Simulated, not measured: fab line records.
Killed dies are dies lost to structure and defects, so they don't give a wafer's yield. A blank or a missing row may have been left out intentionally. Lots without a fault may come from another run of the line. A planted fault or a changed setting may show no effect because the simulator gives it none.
fab line records	flow sky130
record lots=24	wafers=72	lastDay=50
route steps=708 shown PWDE@54 NWELL@67 VT_ADJUST_NCORE@129 SONOS_ONO@182 CONTACT@422
lots with no fault: from the same line, run without faults
startH: the number of hours between the record's first day and the start of the first shown wafer of the lot	waitH: hours elapsed since this lot's preceding step	" the same as in the row above	L1.1+2: a single row standing in for several wafers	- no value, or no start given	* or withheld: withheld	< > ~ a bound
route shown NAME@n: a module of which the file shows steps, and the number in the route of the first	usual: average and standard deviation across the fault-free wafers	same: alike in all rows	chamber/n: place in a boat	sites: the reading at each site	_std_site: the standard deviation of these	_edge_site: the outer-site mean with the inner-site mean subtracted	radiusMm: for every site, how far away it sits from the centre of the wafer	mask NAME#n: copy n	behind: the tool/chamber that last shaped the wafer	hold: cause of the lot's hold/its duration in hours/its outcome	device: the n, p or np transistor that did not switch	end of line: at the end of the route, the tests of the same wafers	for a step that has no rows: nothing shown but its recipe	killed: at the first sort, the dies lost to defects and structure; wafer yield is something else	map: a wafer's dies, x killed, . not, _ none there
set.NAME: the setting that was run; set.NAME@STEP: the one run at that earlier step	model.NAME: the simulator's own value behind a step, which no gauge read
steps of the route over a sample of lots; a table a step, a row a wafer
services: the hour from which a tool's chamber was out of use, counted from the record's first day as startH (under 0 if before that day), plus the number of hours and why
## steps
# step SKY_PWDE_STRIP_09
# recipe chemistry=O2/N2	powerW=1400	pressureMtorr=1500	platenTempC=withheld	o2FlowSccm=3000	n2FlowSccm=300	overashFraction=0.5
# usual drypumpMotorCurrentA=5.50/0.29	oesProductAu=0.723/0.0046	stripTimeToEndpointS=36.94/0.14
lot.wafer	tool	chamber	startH	waitH	drypumpMotorCurrentA	oesProductAu	rfHoursCounterH	stripTimeToEndpointS
L074.2	plasmaAsher-02	1	64.68	0.1	5.08	0.722	37	36.76
L074.4	"	0	"	"	5.60	0.722	-	36.77
L074.6	"	0	"	"	5.56	0.733	-	36.74
L076.1	plasmaAsher-02	1	84.88	0.1	5.08	0.727	39	36.98
L076.3	"	1	"	"	5.11	0.723	-	37.07
L076.5	"	0	"	"	5.56	0.731	-	36.98
L075.3	plasmaAsher-01	0	84.96	0.1	5.44	0.720	-	36.72
L075.4	"	1	"	"	5.84	0.729	-	36.82
L075.5	"	0	"	"	5.43	0.720	-	36.83
L078.1	plasmaAsher-02	0	91.23	0.1	5.58	0.717	40	37.26
L078.5	"	0	"	"	5.59	0.719	-	37.23
L078.6	"	1	"	"	5.09	0.728	-	37.23
L077.1	plasmaAsher-01	1	91.33	0.1	5.85	0.728	29	36.75
L077.4	"	1	"	"	5.86	0.723	-	36.68
L077.5	"	0	"	"	5.44	0.721	-	36.90
L079.2	plasmaAsher-02	0	95.58	0.1	5.55	0.719	41	36.71
L079.3	"	0	"	"	5.56	0.715	-	36.74
L079.4	"	1	"	"	5.08	0.716	-	36.84
L080.1	plasmaAsher-02	0	103.33	0.1	5.61	0.728	41	36.99
L080.2	"	1	"	"	5.12	0.729	41	36.95
L080.3	"	1	"	"	5.10	0.723	-	37.03
L081.2	plasmaAsher-03	0	108.33	0.1	5.89	0.725	38	36.73
L081.5	"	1	"	"	5.73	0.722	-	36.87
L081.6	"	0	"	"	5.89	0.723	-	36.92
L082.1	plasmaAsher-01	0	112.78	0.1	5.44	0.729	32	37.09
L082.2	"	1	"	"	5.86	0.718	32	37.07
L082.5	"	0	"	"	5.43	0.721	-	37.07
L083.3	plasmaAsher-01	1	119.66	0.1	5.83	0.726	-	37.11
L083.4	"	0	"	"	5.44	0.727	-	37.03
L083.6	"	1	"	"	5.84	0.714	-	37.05
L084.1	plasmaAsher-03	0	124.73	0.1	5.88	0.727	0	37.16
L084.4	"	0	"	"	5.91	0.730	-	37.31
L084.5	"	1	"	"	5.75	0.723	-	37.25
L085.4	plasmaAsher-02	1	131.41	0.1	5.10	0.722	-	36.99
L085.5	"	0	"	"	5.56	0.725	-	36.91
L085.6	"	1	"	"	5.09	0.729	-	36.96
L086.1	plasmaAsher-01	0	133.17	0.1	5.45	0.727	34	36.87
L086.3	"	0	"	"	5.44	0.718	-	36.75
L086.5	"	1	"	"	5.85	0.728	-	36.83
L087.1	plasmaAsher-02	1	137.62	0.1	5.09	0.723	45	36.87
L087.3	"	1	"	"	5.11	0.726	-	36.82
L087.6	"	1	"	"	5.06	0.721	-	36.82
L088.3	plasmaAsher-01	0	148.01	0.1	5.44	0.719	-	37.01
L088.5	"	1	"	"	5.82	0.720	-	36.89
L088.6	"	0	"	"	5.45	0.730	-	36.91
L090.1	plasmaAsher-03	0	171.67	0.1	5.87	0.725	3	36.89
L090.3	"	0	"	"	5.91	0.721	-	36.92
L090.5	"	0	"	"	5.91	0.723	-	36.78
L089.1	plasmaAsher-02	0	171.73	0.1	5.58	0.717	48	36.89
L089.2	"	1	"	"	5.08	0.725	48	37.08
L089.4	"	1	"	"	5.08	0.723	-	36.87
L091.4	plasmaAsher-02	0	172.41	0.1	5.59	0.722	-	37.09
L091.5	"	1	"	"	5.09	0.726	-	37.07
L091.6	"	0	"	"	5.61	0.722	-	37.14
L093.1	plasmaAsher-02	1	178.68	0.1	5.10	0.722	49	36.99
L093.2	"	0	"	"	5.58	0.718	49	36.97
L093.6	"	0	"	"	5.56	0.716	-	37.10
L092.1	plasmaAsher-02	1	179.22	0.1	5.09	0.723	49	36.98
L092.3	"	1	"	"	5.09	0.728	-	36.88
L092.6	"	1	"	"	5.09	0.727	-	36.85
L094.3	plasmaAsher-01	1	180.31	0.1	5.84	0.717	-	36.74
L094.4	"	0	"	"	5.44	0.724	-	36.95
L094.6	"	1	"	"	5.84	0.717	-	36.87
L096.1	plasmaAsher-01	0	192.62	0.1	5.43	0.729	40	36.97
L096.4	"	0	"	"	5.43	0.726	-	36.93
L096.6	"	0	"	"	5.42	0.728	-	36.89
L095.1	plasmaAsher-02	0	192.97	0.1	5.58	0.726	50	36.85
L095.2	"	1	"	"	5.06	0.716	50	36.75
L095.3	"	1	"	"	5.05	0.722	-	36.70
L097.2	plasmaAsher-02	1	204.67	0.1	5.11	0.720	52	36.90
L097.5	"	0	"	"	5.57	0.728	-	36.96
L097.6	"	1	"	"	5.10	0.722	-	36.98
# step SKY_NWELL_STRIP_14
# recipe chemistry=O2/N2	powerW=1400	pressureMtorr=1500	platenTempC=withheld	o2FlowSccm=3000	n2FlowSccm=300	overashFraction=0.5
# usual drypumpMotorCurrentA=5.73/0.29	oesProductAu=0.722/0.0047	stripTimeToEndpointS=36.88/0.091
lot.wafer	tool	chamber	startH	waitH	drypumpMotorCurrentA	oesProductAu	rfHoursCounterH	stripTimeToEndpointS
L074.2	plasmaAsher-04	0	81.58	0.1	6.26	0.717	41	36.86
L074.4	"	0	"	"	6.26	0.728	-	36.83
L074.6	"	1	"	"	5.23	0.724	-	36.80
L076.1	plasmaAsher-01	1	103.58	0.1	5.85	0.714	30	36.87
L076.3	"	0	"	"	5.43	0.715	-	36.74
L076.5	"	0	"	"	5.44	0.724	-	36.93
L075.3	plasmaAsher-01	0	103.96	0.1	5.45	0.719	-	36.95
L075.4	"	1	"	"	5.84	0.724	-	36.91
L075.5	"	1	"	"	5.83	0.726	-	37.11
L078.1	plasmaAsher-04	1	109.88	0.1	5.25	0.721	45	36.89
L078.5	"	1	"	"	5.24	0.718	-	36.79
L078.6	"	0	"	"	6.31	0.719	-	36.89
L077.1	plasmaAsher-01	0	110.48	0.1	5.44	0.718	31	36.87
L077.4	"	0	"	"	5.45	0.725	-	36.91
L077.5	"	1	"	"	5.83	0.722	-	36.89
L079.2	plasmaAsher-01	1	114.43	0.1	5.84	0.716	32	36.84
L079.3	"	1	"	"	5.86	0.724	-	36.82
L079.4	"	0	"	"	5.44	0.714	-	36.80
L080.1	plasmaAsher-04	1	120.78	0.1	5.21	0.725	47	36.93
L080.2	"	0	"	"	6.32	0.735	47	36.85
L080.3	"	1	"	"	5.25	0.728	-	36.94
L081.2	plasmaAsher-03	1	126.48	0.1	5.75	0.714	1	36.93
L081.5	"	0	"	"	5.89	0.715	-	36.89
L081.6	"	1	"	"	5.75	0.717	-	37.03
L082.1	plasmaAsher-01	1	130.73	0.1	5.82	0.721	34	36.79
L082.2	"	0	"	"	5.42	0.731	34	36.77
L082.5	"	0	"	"	5.41	0.723	-	36.75
L083.3	plasmaAsher-03	0	137.66	0.1	5.90	0.725	-	36.93
L083.4	"	1	"	"	5.75	0.719	-	36.99
L083.6	"	1	"	"	5.77	0.719	-	37.03
L084.1	plasmaAsher-04	1	142.18	0.1	5.26	0.719	49	36.95
L084.4	"	0	"	"	6.32	0.724	-	36.96
L084.5	"	1	"	"	5.23	0.718	-	37.02
L085.4	plasmaAsher-01	0	151.41	0.1	5.44	0.726	-	36.94
L085.5	"	1	"	"	5.83	0.714	-	37.01
L085.6	"	0	"	"	5.45	0.717	-	36.97
L086.1	plasmaAsher-01	0	152.97	0.1	5.45	0.726	36	36.87
L086.3	"	1	"	"	5.86	0.726	-	36.88
L086.5	"	1	"	"	5.85	0.721	-	36.94
L087.1	plasmaAsher-01	1	158.23	0.1	5.83	0.731	37	36.90
L087.3	"	1	"	"	5.84	0.722	-	36.78
L087.6	"	0	"	"	5.43	0.721	-	36.76
L088.3	plasmaAsher-03	0	168.51	0.1	5.89	0.727	-	36.94
L088.5	"	1	"	"	5.75	0.729	-	36.95
L088.6	"	0	"	"	5.87	0.728	-	37.02
L090.1	plasmaAsher-03	0	192.52	0.1	5.86	0.723	5	36.98
L090.3	"	0	"	"	5.86	0.728	-	37.00
L090.5	"	1	"	"	5.78	0.712	-	36.91
L089.1	plasmaAsher-04	0	192.73	0.1	6.29	0.726	55	36.79
L089.2	"	1	"	"	5.28	0.723	55	36.82
L089.4	"	0	"	"	6.32	0.727	-	36.84
L091.4	plasmaAsher-01	1	193.56	0.1	5.83	0.723	-	36.98
L091.5	"	1	"	"	5.83	0.728	-	36.90
L091.6	"	0	"	"	5.43	0.714	-	36.82
L093.1	plasmaAsher-01	0	200.27	0.1	5.43	0.719	41	36.74
L093.2	"	1	"	"	5.85	0.723	41	36.65
L093.6	"	0	"	"	5.45	0.724	-	36.69
L092.1	plasmaAsher-03	1	201.03	0.1	5.74	0.723	6	36.79
L092.3	"	1	"	"	5.76	0.723	-	36.80
L092.6	"	1	"	"	5.74	0.720	-	36.83
L094.3	plasmaAsher-03	1	202.01	0.1	5.78	0.719	-	36.90
L094.4	"	0	"	"	5.87	0.721	-	36.91
L094.6	"	1	"	"	5.75	0.713	-	36.83
L096.1	plasmaAsher-03	1	214.98	0.1	5.73	0.724	7	36.91
L096.4	"	0	"	"	5.87	0.717	-	36.87
L096.6	"	1	"	"	5.74	0.713	-	36.83
L095.1	plasmaAsher-03	0	215.83	0.1	5.86	0.724	7	37.03
L095.2	"	1	"	"	5.78	0.721	7	36.95
L095.3	"	1	"	"	5.76	0.721	-	36.96
L097.2	plasmaAsher-01	1	228.03	0.1	5.84	0.727	44	36.77
L097.5	"	1	"	"	5.84	0.721	-	36.67
L097.6	"	0	"	"	5.45	0.716	-	36.76
# step SKY_VT_ADJUST_NCORE_STRIP_10
# recipe chemistry=O2/N2	powerW=1400	pressureMtorr=1500	platenTempC=withheld	o2FlowSccm=3000	n2FlowSccm=300	overashFraction=0.5
# usual drypumpMotorCurrentA=5.55/0.28	oesProductAu=0.716/0.0043	stripTimeToEndpointS=14.17/0.038
lot.wafer	tool	chamber	startH	waitH	drypumpMotorCurrentA	oesProductAu	rfHoursCounterH	stripTimeToEndpointS
L074.2	plasmaAsher-02	1	176.05	0.1	5.08	0.715	49	14.17
L074.4	"	1	"	"	5.09	0.723	-	14.18
L074.6	"	0	"	"	5.57	0.710	-	14.15
L076.1	plasmaAsher-01	1	201.00	0.1	5.83	0.713	41	14.19
L076.3	"	1	"	"	5.84	0.713	-	14.18
L076.5	"	1	"	"	5.84	0.720	-	14.18
L075.3	plasmaAsher-02	1	201.48	0.1	5.10	0.710	-	14.20
L075.4	"	0	"	"	5.57	0.710	-	14.16
L075.5	"	1	"	"	5.09	0.723	-	14.16
L078.1	plasmaAsher-01	0	208.45	0.1	5.45	0.719	42	14.16
L078.5	"	0	"	"	5.45	0.712	-	14.16
L078.6	"	1	"	"	5.84	0.724	-	14.12
L077.1	plasmaAsher-03	0	210.04	0.1	5.87	0.719	7	14.09
L077.4	"	1	"	"	5.74	0.711	-	14.09
L077.5	"	0	"	"	5.89	0.717	-	14.12
L079.2	plasmaAsher-02	0	216.29	0.1	5.56	0.717	53	14.18
L079.3	"	1	"	"	5.09	0.710	-	14.16
L079.4	"	0	"	"	5.55	0.711	-	14.15
L080.1	plasmaAsher-02	1	223.49	0.1	5.10	0.712	53	14.16
L080.2	"	0	"	"	5.61	0.713	53	14.13
L080.3	"	1	"	"	5.10	0.714	-	14.15
L081.2	plasmaAsher-03	1	228.49	0.1	5.77	0.714	9	14.16
L081.5	"	0	"	"	5.88	0.717	-	14.11
L081.6	"	1	"	"	5.77	0.718	-	14.16
L082.1	plasmaAsher-01	0	235.65	0.1	5.44	0.727	44	14.16
L082.2	"	1	"	"	5.85	0.715	44	14.24
L082.5	"	0	"	"	5.43	0.712	-	14.20
L083.3	plasmaAsher-02	1	245.58	0.1	5.09	0.718	-	14.15
L083.4	"	0	"	"	5.56	0.715	-	14.16
L083.6	"	1	"	"	5.06	0.717	-	14.12
L084.1	plasmaAsher-03	0	248.15	0.1	5.90	0.716	11	14.14
L084.4	"	0	"	"	5.91	0.713	-	14.16
L084.5	"	1	"	"	5.76	0.709	-	14.12
L085.4	plasmaAsher-01	1	260.08	0.1	5.85	0.716	-	14.20
L085.5	"	0	"	"	5.45	0.716	-	14.18
L085.6	"	1	"	"	5.85	0.723	-	14.20
L086.1	plasmaAsher-03	1	261.99	0.1	5.76	0.717	12	14.19
L086.3	"	0	"	"	5.89	0.717	-	14.19
L086.5	"	1	"	"	5.77	0.711	-	14.20
L087.1	plasmaAsher-02	0	269.45	0.1	5.57	0.720	58	14.18
L087.3	"	0	"	"	5.58	0.719	-	14.19
L087.6	"	1	"	"	5.07	0.716	-	14.17
L088.3	plasmaAsher-01	0	278.73	0.1	5.44	0.719	-	14.22
L088.5	"	0	"	"	5.44	0.714	-	14.23
L088.6	"	1	"	"	5.83	0.716	-	14.19
L090.1	plasmaAsher-03	0	310.49	0.2	5.88	0.718	17	14.21
L090.3	"	0	"	"	5.88	0.722	-	14.27
L090.5	"	1	"	"	5.74	0.727	-	14.26
L089.1	plasmaAsher-01	1	310.64	0.1	5.84	0.708	52	14.16
L089.2	"	0	"	"	5.45	0.717	52	14.13
L089.4	"	1	"	"	5.83	0.711	-	14.15
L091.4	plasmaAsher-02	0	312.68	0.1	5.58	0.712	-	14.21
L091.5	"	1	"	"	5.10	0.715	-	14.18
L091.6	"	0	"	"	5.59	0.710	-	14.16
L093.1	plasmaAsher-02	1	317.59	0.1	5.08	0.710	62	14.13
L093.2	"	0	"	"	5.59	0.718	62	14.13
L093.6	"	1	"	"	5.06	0.711	-	14.10
L092.1	plasmaAsher-01	0	321.94	0.1	5.45	0.715	53	14.16
L092.3	"	1	"	"	5.83	0.711	-	14.18
L092.6	"	1	"	"	5.82	0.712	-	14.18
L094.3	plasmaAsher-02	1	323.08	0.1	5.07	0.720	-	14.12
L094.4	"	0	"	"	5.57	0.713	-	14.15
L094.6	"	1	"	"	5.06	0.719	-	14.14
L096.1	plasmaAsher-01	1	339.23	0.1	5.84	0.722	54	14.21
L096.4	"	1	"	"	5.82	0.716	-	14.22
L096.6	"	1	"	"	5.85	0.718	-	14.23
L095.1	plasmaAsher-02	1	339.38	0.1	5.10	0.719	64	14.17
L095.2	"	0	"	"	5.57	0.719	64	14.16
L095.3	"	0	"	"	5.57	0.717	-	14.17
L097.2	plasmaAsher-01	0	354.14	0.1	5.45	0.705	56	14.17
L097.5	"	0	"	"	5.46	0.709	-	14.16
L097.6	"	1	"	"	5.85	0.712	-	14.08
# step SKY_SONOS_ONO_OVL_MEAS_14
# usual SONOS_ONO_OVL=-0.2/1.4
lot.wafer	tool	chamber	startH	waitH	SONOS_ONO_OVL[nm]
L074.2	overlay-01	-	272.71	0.1	0.5
L074.4	"	-	"	"	-0.3
L074.6	"	-	"	"	-0.2
L076.1	overlay-02	-	298.86	0.1	1.6
L076.3	"	-	"	"	2.1
L076.5	"	-	"	"	1.0
L075.3	overlay-02	-	302.22	0.1	1.7
L075.4	"	-	"	"	0.7
L075.5	"	-	"	"	0.2
L078.1	overlay-02	-	305.86	0.1	0.8
L078.5	"	-	"	"	1.4
L078.6	"	-	"	"	1.6
L077.1	overlay-02	-	310.71	0.1	-0.1
L077.4	"	-	"	"	1.2
L077.5	"	-	"	"	1.2
L079.2	overlay-01	-	327.86	0.1	-0.5
L079.3	"	-	"	"	-0.2
L079.4	"	-	"	"	-0.5
L080.1	overlay-01	-	328.21	0.1	-2.9
L080.2	"	-	"	"	-1.7
L080.3	"	-	"	"	-0.5
L081.2	overlay-01	-	334.46	0.1	-2.7
L081.5	"	-	"	"	-2.9
L081.6	"	-	"	"	-1.8
L082.1	overlay-02	-	339.56	0.1	-2.6
L082.2	"	-	"	"	-2.7
L082.5	"	-	"	"	-2.4
L083.3	overlay-02	-	351.17	0.1	-0.9
L083.4	"	-	"	"	-0.6
L083.6	"	-	"	"	-1.2
L084.1	overlay-01	-	357.26	0.1	0.3
L084.4	"	-	"	"	1.0
L084.5	"	-	"	"	1.0
L085.4	overlay-01	-	371.38	0.1	0.2
L085.5	"	-	"	"	-1.7
L085.6	"	-	"	"	-0.2
L086.1	overlay-02	-	375.06	0.1	1.1
L086.3	"	-	"	"	-0.6
L086.5	"	-	"	"	-0.5
L087.1	overlay-02	-	379.11	0.1	-0.1
L087.3	"	-	"	"	1.4
L087.6	"	-	"	"	1.8
L088.3	overlay-01	-	392.27	0.1	0.6
L088.5	"	-	"	"	0.1
L088.6	"	-	"	"	0.5
L090.1	overlay-01	-	427.26	0.1	-1.7
L090.3	"	-	"	"	-2.4
L090.5	"	-	"	"	-0.6
L089.1	overlay-01	-	428.86	0.1	1.3
L089.2	"	-	"	"	-0.8
L089.4	"	-	"	"	-1.0
L091.4	overlay-02	-	433.12	0.1	-0.9
L091.5	"	-	"	"	2.5
L091.6	"	-	"	"	-0.1
L093.1	overlay-01	-	440.06	0.1	2.0
L093.2	"	-	"	"	2.7
L093.6	"	-	"	"	1.7
L092.1	overlay-01	-	442.76	0.1	-1.8
L092.3	"	-	"	"	-2.2
L092.6	"	-	"	"	-3.2
L094.3	overlay-02	-	443.47	0.1	0.5
L094.4	"	-	"	"	-0.6
L094.6	"	-	"	"	-1.1
L096.1	overlay-02	-	461.01	0.1	2.6
L096.4	"	-	"	"	0.7
L096.6	"	-	"	"	1.8
L095.1	overlay-02	-	463.01	0.1	-1.6
L095.2	"	-	"	"	-0.5
L095.3	"	-	"	"	-3.1
L097.2	overlay-01	-	479.92	0.1	-0.4
L097.5	"	-	"	"	-1.4
L097.6	"	-	"	"	-0.6
# step SKY_CONTACT_ETCH_16
# recipe chemistry=N2/H2	target=BARC	ionEnergyEv=200	sourceW=500	biasW=100	pressureMtorr=30	n2FlowSccm=100	h2FlowSccm=200	stopOn=SiO2	timeS=45.9	targetDepthA=600
# usual drypumpMotorCurrentA=5.6/0.37	oesProductAu=0.855/0.005	throttleValvePct=13.225/0.0088
lot.wafer	tool	chamber	startH	waitH	drypumpMotorCurrentA	oesProductAu	rfHoursCounterH	throttleValvePct
L074.2	rieDiel-03	1	721.19	0.0	5.8	0.863	28	13.229
L074.4	"	3	"	"	5.8	0.851	48	13.218
L074.6	"	2	"	"	5.9	0.846	-	13.222
L076.1	rieDiel-03	2	749.44	0.0	5.8	0.851	18	13.216
L076.3	"	0	"	"	5.4	0.852	5	13.224
L076.5	"	3	"	"	5.8	0.853	-	13.220
L075.3	rieDiel-03	2	755.49	0.0	5.9	0.854	18	13.220
L075.4	"	1	"	"	5.8	0.859	29	13.232
L075.5	"	0	"	"	5.4	0.850	-	13.231
L078.1	rieDiel-04	0	763.25	0.0	5.1	0.853	5	13.227
L078.5	"	0	"	"	5.1	0.856	-	13.222
L078.6	"	3	"	"	5.2	0.844	-	13.222
L077.1	rieDiel-04	1	768.91	0.0	6.3	0.851	19	13.221
L077.4	"	0	"	"	5.1	0.841	5	13.217
L077.5	"	0	"	"	5.1	0.852	-	13.216
L079.2	rieDiel-02	0	779.29	0.0	6.1	0.861	8	13.220
L079.3	"	2	"	"	5.9	0.856	3	13.220
L079.4	"	3	"	"	5.7	0.856	20	13.221
L080.1	rieDiel-04	0	782.39	0.0	5.1	0.856	6	13.212
L080.2	"	2	"	"	5.7	0.851	13	13.227
L080.3	"	1	"	"	6.3	0.852	20	13.222
L081.2	rieDiel-03	3	786.99	0.0	5.8	0.854	1	13.237
L081.5	"	3	"	"	5.9	0.852	-	13.215
L081.6	"	2	"	"	5.9	0.859	-	13.229
L082.1	rieDiel-02	0	794.24	0.0	6.1	0.853	8	13.227
L082.2	"	1	"	"	4.9	0.850	13	13.211
L082.5	"	0	"	"	6.1	0.856	-	13.208
L083.3	rieDiel-03	2	800.04	0.0	5.8	0.847	19	13.230
L083.4	"	3	"	"	5.8	0.864	2	13.225
L083.6	"	0	"	"	5.4	0.860	-	13.234
L084.1	rieDiel-03	2	818.39	0.0	5.9	0.858	20	13.208
L084.4	"	3	"	"	5.8	0.860	2	13.239
L084.5	"	1	"	"	5.8	0.856	-	13.214
L085.4	rieDiel-03	1	820.34	0.0	5.8	0.855	31	13.234
L085.5	"	1	"	"	5.8	0.853	-	13.223
L085.6	"	0	"	"	5.4	0.861	-	13.243
L086.1	rieDiel-02	2	820.50	0.0	5.8	0.852	5	13.222
L086.3	"	0	"	"	6.1	0.855	9	13.224
L086.5	"	3	"	"	5.7	0.844	-	13.212
L087.1	rieDiel-04	3	823.39	0.0	5.1	0.853	18	13.208
L087.3	"	2	"	"	5.7	0.853	15	13.237
L087.6	"	1	"	"	6.2	0.857	-	13.204
L088.3	rieDiel-04	0	833.20	0.0	5.1	0.855	7	13.234
L088.5	"	3	"	"	5.1	0.851	-	13.205
L088.6	"	2	"	"	5.7	0.854	-	13.216
L090.1	rieDiel-03	0	862.52	0.0	5.4	0.850	8	13.221
L090.3	"	3	"	"	5.8	0.857	3	13.223
L090.5	"	2	"	"	5.9	0.864	-	13.241
L089.1	rieDiel-02	1	863.59	0.0	4.9	0.852	15	13.232
L089.2	"	0	"	"	6.1	0.849	10	13.221
L089.4	"	3	"	"	5.7	0.852	22	13.231
L091.4	rieDiel-02	3	870.24	0.0	5.7	0.857	23	13.233
L091.5	"	2	"	"	5.8	0.850	-	13.217
L091.6	"	3	"	"	5.7	0.851	-	13.214
L093.1	rieDiel-03	3	878.55	0.0	5.8	0.852	4	13.233
L093.2	"	0	"	"	5.4	0.863	9	13.234
L093.6	"	3	"	"	5.9	0.859	-	13.219
L094.3	rieDiel-02	0	878.90	0.0	6.1	0.852	11	13.218
L094.4	"	1	"	"	4.9	0.846	16	13.232
L094.6	"	1	"	"	4.9	0.855	-	13.238
L092.1	rieDiel-03	0	880.59	0.0	5.4	0.847	9	13.225
L092.3	"	3	"	"	5.8	0.853	4	13.221
L092.6	"	1	"	"	5.8	0.861	-	13.236
L096.1	rieDiel-04	3	892.99	0.0	5.2	0.850	19	13.233
L096.4	"	0	"	"	5.1	0.863	9	13.235
L096.6	"	3	"	"	5.2	0.860	-	13.213
L095.1	rieDiel-03	1	895.34	0.0	5.8	0.851	2	13.232
L095.2	"	2	"	"	5.8	0.862	23	13.231
L095.3	"	0	"	"	5.4	0.855	11	13.217
L097.2	rieDiel-04	0	908.85	0.0	5.1	0.860	9	13.224
L097.5	"	1	"	"	6.3	0.856	-	13.237
L097.6	"	0	"	"	5.1	0.859	-	13.225
# step SKY_CONTACT_ETCH_17
# recipe target=SiO2	chemistry=C4F8/O2/Ar	stopOn=Si3N4	maskMaterial=KrF-thick	sourceW=1500	biasW=1200	pressureMtorr=40	c4f8FlowSccm=withheld	O2_flow_sccm=6	Ar_flow_sccm=300	timeS=withheld	targetDepthA=3400
# usual oesProductAu=0.892/0.0045
lot.wafer	tool	chamber	startH	waitH	oesProductAu
L074.2	rieDiel-03	1	721.23	0.0	0.893
L074.4	"	3	"	"	0.891
L074.6	"	2	"	"	0.896
L076.1	rieDiel-03	2	749.48	0.0	0.891
L076.3	"	0	"	"	0.896
L076.5	"	3	"	"	0.887
L075.3	rieDiel-03	2	755.53	0.0	0.901
L075.4	"	1	"	"	0.895
L075.5	"	0	"	"	0.886
L078.1	rieDiel-04	0	763.29	0.0	0.899
L078.5	"	0	"	"	0.891
L078.6	"	3	"	"	0.898
L077.1	rieDiel-04	1	768.95	0.0	0.886
L077.4	"	0	"	"	0.905
L077.5	"	0	"	"	0.895
L079.2	rieDiel-02	0	779.33	0.0	0.899
L079.3	"	2	"	"	0.893
L079.4	"	3	"	"	0.896
L080.1	rieDiel-04	0	782.43	0.0	0.893
L080.2	"	2	"	"	0.896
L080.3	"	1	"	"	0.896
L081.2	rieDiel-03	3	787.03	0.0	0.882
L081.5	"	3	"	"	0.887
L081.6	"	2	"	"	0.893
L082.1	rieDiel-02	0	794.28	0.0	0.891
L082.2	"	1	"	"	0.886
L082.5	"	0	"	"	0.886
L083.3	rieDiel-03	2	800.08	0.0	0.891
L083.4	"	3	"	"	0.895
L083.6	"	0	"	"	0.890
L084.1	rieDiel-03	2	818.43	0.0	0.891
L084.4	"	3	"	"	0.893
L084.5	"	1	"	"	0.890
L085.4	rieDiel-03	1	820.38	0.0	0.890
L085.5	"	1	"	"	0.891
L085.6	"	0	"	"	0.892
L086.1	rieDiel-02	2	820.54	0.0	0.894
L086.3	"	0	"	"	0.890
L086.5	"	3	"	"	0.894
L087.1	rieDiel-04	3	823.43	0.0	0.889
L087.3	"	2	"	"	0.888
L087.6	"	1	"	"	0.893
L088.3	rieDiel-04	0	833.24	0.0	0.898
L088.5	"	3	"	"	0.890
L088.6	"	2	"	"	0.898
L090.1	rieDiel-03	0	862.56	0.0	0.892
L090.3	"	3	"	"	0.897
L090.5	"	2	"	"	0.902
L089.1	rieDiel-02	1	863.63	0.0	0.886
L089.2	"	0	"	"	0.894
L089.4	"	3	"	"	0.896
L091.4	rieDiel-02	3	870.28	0.0	0.893
L091.5	"	2	"	"	0.892
L091.6	"	3	"	"	0.896
L093.1	rieDiel-03	3	878.59	0.0	0.886
L093.2	"	0	"	"	0.891
L093.6	"	3	"	"	0.889
L094.3	rieDiel-02	0	878.94	0.0	0.897
L094.4	"	1	"	"	0.896
L094.6	"	1	"	"	0.892
L092.1	rieDiel-03	0	880.64	0.0	0.891
L092.3	"	3	"	"	0.895
L092.6	"	1	"	"	0.893
L096.1	rieDiel-04	3	893.04	0.0	0.888
L096.4	"	0	"	"	0.889
L096.6	"	3	"	"	0.879
L095.1	rieDiel-03	1	895.38	0.0	0.887
L095.2	"	2	"	"	0.888
L095.3	"	0	"	"	0.889
L097.2	rieDiel-04	0	908.89	0.0	0.894
L097.5	"	1	"	"	0.894
L097.6	"	0	"	"	0.894
## services
tool	chamber	startH	hours	kind
plasmaAsher-01	-	44.83	2.3	repair
plasmaAsher-01	-	92.40	3.8	repair
rieDiel-03	1	113.88	4.6	repair
plasmaAsher-02	-	114.53	4.2	repair
rieDiel-03	1	185.70	2.6	repair
rieDiel-03	0	216.15	2.9	repair
rieDiel-03	3	238.87	27.1	repair
rieDiel-03	2	245.12	9.8	repair
plasmaAsher-02	-	283.51	3.4	repair
rieDiel-03	2	290.60	9.4	repair
rieDiel-03	3	311.95	14.6	repair
plasmaAsher-02	-	382.16	3.8	repair
plasmaAsher-02	-	421.25	9.0	pm
plasmaAsher-01	-	428.32	2.8	pm
plasmaAsher-02	-	540.61	2.1	repair
rieDiel-03	-	544.25	14.6	pm
rieDiel-03	2	584.11	1.4	repair
rieDiel-03	0	586.87	9.9	repair
rieDiel-03	-	628.98	2.8	pm
plasmaAsher-01	-	704.36	2.3	repair
plasmaAsher-01	-	721.53	4.0	repair
plasmaAsher-02	-	767.70	2.8	pm
plasmaAsher-01	-	799.02	3.8	repair
plasmaAsher-02	-	883.55	6.7	repair
## key
fault none
